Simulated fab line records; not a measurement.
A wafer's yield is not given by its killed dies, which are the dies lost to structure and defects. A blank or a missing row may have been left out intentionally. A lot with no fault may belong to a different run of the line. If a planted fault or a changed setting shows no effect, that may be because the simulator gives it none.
Split-lot experiment | flow sfqLine | 23 wafers read across 5 lots, on a route 325 steps long

== THE SPLIT ITSELF ==
At SFQ_TRILAYER_I2_VIA_BARC_OPEN_VIA_ETCH_096 (etches BARC in O2, target depth 125 nm, time 41.7 s), the setting timeS was moved away from the recipe's 41.7 s on 4 of the 23 wafers read, by -7.1% to +13.7%. All remaining wafers had this setting at the recipe value.

The file shows no step between the split and the reading.

== THE READING ==
KrF_of_TRILAYER_I2_VIA_LITHO_COAT_067.thkNm (the simulator's own value, which no gauge read), in nm, at SFQ_TRILAYER_I2_VIA_ETCH_VIA_ETCH_070 (etches SiO2 in CHF3, stops on Nb, target depth 260 nm). The file gives no usual value for it. Average 514.7 nm, standard deviation 1.6 nm, over the 19 wafers here run with the recipe.

wafer  | tool, chamber at the split | timeS as run, s | against the recipe | KrF_of_TRILAYER_I2_VIA_LITHO_COAT_067.thkNm, nm | against lot-mates on the recipe
L074.1 | rieDiel-02, 1              | 41.7            | recipe             | 515                                             | -
L074.3 | rieDiel-02, 3              | 41.7            | recipe             | 510.5                                           | -
L074.4 | rieDiel-02, 0              | 41.7            | recipe             | 513                                             | -
L077.1 | rieDiel-04, 3              | 41.7            | recipe             | 514.4                                           | -
L077.2 | rieDiel-04, 1              | 41.7            | recipe             | 513.6                                           | -
L077.3 | rieDiel-04, 0,1            | 41.7            | recipe             | 513.4                                           | -
L077.5 | rieDiel-04, 0,1            | 41.7            | recipe             | 513.2                                           | -
L077.6 | rieDiel-04, 0              | 41.7            | recipe             | 515.2                                           | -
L079.1 | rieDiel-02, 3              | 41.7            | recipe             | 513.3                                           | -
L079.2 | rieDiel-02, 2              | 47.41           | +13.7%             | 507.1                                           | -7.4
L079.4 | rieDiel-02, 0              | 47.41           | +13.7%             | 507.3                                           | -7.2
L079.5 | rieDiel-02, 2              | 41.7            | recipe             | 515.9                                           | -
L079.6 | rieDiel-02, 3              | 41.7            | recipe             | 514.4                                           | -
L080.1 | rieDiel-02, 1              | 41.7            | recipe             | 515.8                                           | -
L080.2 | rieDiel-02, 0              | 41.7            | recipe             | 515.1                                           | -
L080.4 | rieDiel-02, 2              | 41.7            | recipe             | 516.9                                           | -
L080.5 | rieDiel-02, 0              | 41.7            | recipe             | 516.5                                           | -
L080.6 | rieDiel-02, 1              | 41.7            | recipe             | 517.8                                           | -
L083.1 | rieDiel-01, 1              | 41.7            | recipe             | 514.3                                           | -
L083.2 | rieDiel-01, 2              | 38.72           | -7.1%              | 520.6                                           | +5.7
L083.3 | rieDiel-01, 0              | 41.7            | recipe             | 514.3                                           | -
L083.4 | rieDiel-01, 2              | 41.7            | recipe             | 516                                             | -
L083.6 | rieDiel-01, 0              | 38.72           | -7.1%              | 517.2                                           | +2.3
Where a row lists several chambers, the file gives one row for several wafers and doesn't say which wafer went through which chamber.

THE FIT
A straight line over all 23 wafers: KrF_of_TRILAYER_I2_VIA_LITHO_COAT_067.thkNm changes by -0.556 nm for each +1% of timeS; r = -0.85; the points scatter about the line by 1.6 nm.
The same after taking each lot's own level away (the mean of its wafers on the recipe; 23 wafers): -0.542 nm for each +1%; r = -0.91; scatter 1.2 nm.
Per that fit: largest timeS move, reading shift of 7.4 nm.
Across the lots, their own levels run from 512.83 to 516.42 nm, a range of 2.2 times the standard deviation given above.
Hence the lot-to-lot level has little effect on the slope; both slopes agree.
Check: -7.38 nm against its lot-mates is what the line predicts for one of the wafers moved furthest among these (+13.7%) when that wafer is left out of the fit. Against them it came out at -7.43 nm.

== THE WHOLE CHAIN: every reading that the file lists as answering this split, in the file's order ==
step                                       | what it does                                          | reading                                                                                      | change (the file's fit)               | r (the file's)
SFQ_TRILAYER_I2_VIA_BARC_OPEN_VIA_ETCH_096 | etches BARC in O2, target depth 125 nm, time 41.7 s   | KrF_of_TRILAYER_I2_VIA_LITHO_COAT_067.thkNm (the simulator's own value, which no gauge read) | -0.534 nm for each +1% of the setting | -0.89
SFQ_TRILAYER_I2_VIA_ETCH_VIA_ETCH_070      | etches SiO2 in CHF3, stops on Nb, target depth 260 nm | KrF_of_TRILAYER_I2_VIA_LITHO_COAT_067.thkNm (the simulator's own value, which no gauge read) | -0.547 nm for each +1% of the setting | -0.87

== THE FILE'S OWN FIT ==
KrF_of_TRILAYER_I2_VIA_LITHO_COAT_067.thkNm changes by -0.547 nm for each +1% of timeS, r = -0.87.
